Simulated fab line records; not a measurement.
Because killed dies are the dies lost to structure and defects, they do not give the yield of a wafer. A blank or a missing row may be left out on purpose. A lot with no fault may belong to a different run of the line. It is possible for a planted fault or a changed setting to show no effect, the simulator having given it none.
Which of the tools did it? + flow sky130 + Sampling: 13 lots, 39 wafers, 4 of 708 route steps

WHAT THE GAUGES READ, wafer by wafer
SKY_VIA2_OVL_MEAS_13. Usual: VIA2_OVL gives -4 nm (standard deviation 4.9).
| lot  | measured     | on         | VIA2_OVL (nm) | flag |
|------|--------------|------------|---------------|------|
| L556 | day 36 01:17 | overlay-01 | 2 -5 -3       |      |
| L557 | day 36 15:28 | overlay-01 | -4 0 -4       |      |
| L558 | day 36 19:05 | overlay-01 | -2 -5 -10     |      |
| L559 | day 37 09:32 | overlay-02 | -6 -10 -9     |      |
| L560 | day 37 15:11 | overlay-01 | -1 -14 -12    |      |
| L562 | day 38 03:07 | overlay-01 | -16 -6 -9     |      |
| L563 | day 38 20:19 | overlay-01 | -4 -6 -10     |      |
| L565 | day 39 08:23 | overlay-02 | -6 -17 -12    |      |
| L568 | day 40 04:42 | overlay-01 | -3 -3 -1      |      |
| L569 | day 40 08:01 | overlay-02 | 2 -1 1        |      |
| L570 | day 40 19:08 | overlay-02 | 2 1 -6        |      |
| L571 | day 41 01:50 | overlay-01 | -2 -7 -1      |      |
| L576 | day 42 17:28 | overlay-02 | -5 -5 0       |      |

SKY_CAPM_THK_MEAS_01. Usual: CAPM_CVD_00_THK gives 15.43 nm (standard deviation 0.25).
| lot  | measured     | on            | CAPM_CVD_00_THK (nm) | flag |
|------|--------------|---------------|----------------------|------|
| L556 | day 36 02:54 | film metro-04 | 15.05 15.39 15.29    |      |
| L557 | day 36 17:04 | film metro-03 | 15.49 15.46 15.90    |      |
| L558 | day 36 20:41 | film metro-03 | 15.42 16.22 15.65    |      |
| L559 | day 37 11:09 | film metro-03 | 15.19 15.37 15.44    |      |
| L560 | day 37 16:47 | film metro-03 | 15.06 15.47 15.61    |      |
| L562 | day 38 04:41 | film metro-01 | 15.77 15.36 15.89    |      |
| L563 | day 38 22:13 | film metro-03 | 15.43 15.29 15.62    |      |
| L565 | day 39 09:59 | film metro-03 | 15.43 15.40 15.37    |      |
| L568 | day 40 06:17 | film metro-01 | 15.84 15.50 16.02    |      |
| L569 | day 40 09:37 | film metro-03 | 15.45 15.53 15.42    |      |
| L570 | day 40 20:43 | film metro-04 | 15.21 15.31 15.54    |      |
| L571 | day 41 03:29 | film metro-01 | 15.44 15.32 15.69    |      |
| L576 | day 42 19:05 | film metro-03 | 15.28 15.35 15.62    |      |

TOOL THAT RAN EACH LOT (tool first, then ch and the chambers of the sampled wafers, then the start)
| lot  | SKY_VIA2_SPUTTER_20          | SKY_METAL3_SPUTTER_00        |
|------|------------------------------|------------------------------|
| L556 | pvd sputter-03, day 36 02:02 | pvd sputter-01, day 36 02:43 |
| L557 | pvd sputter-03, day 36 16:12 | pvd sputter-04, day 36 16:52 |
| L558 | pvd sputter-01, day 36 19:49 | pvd sputter-04, day 36 20:29 |
| L559 | pvd sputter-03, day 37 10:18 | pvd sputter-04, day 37 10:58 |
| L560 | pvd sputter-01, day 37 15:55 | pvd sputter-04, day 37 16:35 |
| L562 | pvd sputter-02, day 38 03:50 | pvd sputter-04, day 38 04:31 |
| L563 | pvd sputter-01, day 38 21:05 | pvd sputter-02, day 38 22:02 |
| L565 | pvd sputter-03, day 39 09:07 | pvd sputter-01, day 39 09:47 |
| L568 | pvd sputter-02, day 40 05:25 | pvd sputter-04, day 40 06:05 |
| L569 | pvd sputter-03, day 40 08:46 | pvd sputter-04, day 40 09:26 |
| L570 | pvd sputter-02, day 40 19:52 | pvd sputter-04, day 40 20:32 |
| L571 | pvd sputter-01, day 41 02:38 | pvd sputter-04, day 41 03:18 |
| L576 | pvd sputter-01, day 42 18:14 | pvd sputter-04, day 42 18:54 |
- SKY_VIA2_SPUTTER_20: material TiN, target thk 20 nm, time 80 s.
- SKY_METAL3_SPUTTER_00: material Ti, target thk 15 nm, time 10 s.

WHAT THE TOOLS THEMSELVES READ (means of the sampled wafers that have a number; where no wafer has one, the mark that the record gives instead)
SKY_VIA2_SPUTTER_20. Usual: chamber pressure pa 5.000 Pa, standard deviation 0.01; throttle valve pct 30.1 %, standard deviation 0.85.
| lot  | tool           | chamber pressure pa (Pa) | throttle valve pct (%) | flag |
|------|----------------|--------------------------|------------------------|------|
| L556 | pvd sputter-03 | 4.993                    | 30.4                   |      |
| L557 | pvd sputter-03 | 4.999                    | 30.1                   |      |
| L558 | pvd sputter-01 | 4.997                    | 29.3                   |      |
| L559 | pvd sputter-03 | 5.002                    | 30.7                   |      |
| L560 | pvd sputter-01 | 5.004                    | 29.2                   |      |
| L562 | pvd sputter-02 | 4.989                    | 29.7                   |      |
| L563 | pvd sputter-01 | 4.995                    | 30.2                   |      |
| L565 | pvd sputter-03 | 5.002                    | 30.7                   |      |
| L568 | pvd sputter-02 | 4.996                    | 29.4                   |      |
| L569 | pvd sputter-03 | 5.184                    | 29.7                   | OFF  |
| L570 | pvd sputter-02 | 5.001                    | 29.7                   |      |
| L571 | pvd sputter-01 | 4.990                    | 29.4                   |      |
| L576 | pvd sputter-01 | 5.001                    | 29.0                   |      |

SKY_METAL3_SPUTTER_00. Usual: chamber pressure pa 0.4000 Pa, standard deviation 0.00082; throttle valve pct 30.2 %, standard deviation 0.79.
| lot  | tool           | chamber pressure pa (Pa) | throttle valve pct (%) | flag |
|------|----------------|--------------------------|------------------------|------|
| L556 | pvd sputter-01 | 0.3999                   | 30.0                   |      |
| L557 | pvd sputter-04 | 0.3989                   | 30.1                   |      |
| L558 | pvd sputter-04 | 0.4001                   | 30.3                   |      |
| L559 | pvd sputter-04 | 0.3993                   | 30.9                   |      |
| L560 | pvd sputter-04 | 0.4008                   | 30.4                   |      |
| L562 | pvd sputter-04 | 0.3996                   | 30.0                   |      |
| L563 | pvd sputter-02 | 0.3998                   | 29.7                   |      |
| L565 | pvd sputter-01 | 0.3996                   | 29.7                   |      |
| L568 | pvd sputter-04 | 0.4003                   | 30.5                   |      |
| L569 | pvd sputter-04 | 0.3998                   | 30.3                   |      |
| L570 | pvd sputter-04 | 0.3999                   | 30.3                   |      |
| L571 | pvd sputter-04 | 0.4003                   | 30.3                   |      |
| L576 | pvd sputter-04 | 0.4005                   | 31.0                   |      |

THE ANSWER, worked out from the rows above alone
Rule: a lot is off if the mean of its wafers that have a number lies more than 3 standard deviations from the usual mean. A lot without any number at a reading at which 4 lots or more have one is off too. All remaining lots with rows at the step are treated as sound. The gauges are gone through in route order, then the tools' own readings, and for those a lot's mean is taken as printed above. The first step at which some lot is off is used, and at that step the reading that is off furthest; a lot without a number counts as furthest.
Off: L569, at SKY_VIA2_SPUTTER_20 (chamber pressure pa).
If a tool, at that step or one of the process steps before it, ran each lot that is off and ran no sound lot following the first of them, it fits. One candidate fits, namely pvd sputter-03 at SKY_VIA2_SPUTTER_20. Its last sound lot is L565 (day 39 09:07), its first lot that is off L569 (day 40 08:46): a fault that began between those two fits.
On the lots that are off, the tool's own readings at SKY_VIA2_SPUTTER_20 differ by more than 5 times the standard deviation of the sound lots' means, which bears it out; chamber pressure pa reads 5.184 Pa there versus 4.997 Pa on the sound lots.

WHAT THE SIMULATOR HAD INSERTED
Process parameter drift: pvd sputter-03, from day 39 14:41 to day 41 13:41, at SKY_VIA2_SPUTTER_20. Setting chamber pressure pa, moved by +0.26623, from 5. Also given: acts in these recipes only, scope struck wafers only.
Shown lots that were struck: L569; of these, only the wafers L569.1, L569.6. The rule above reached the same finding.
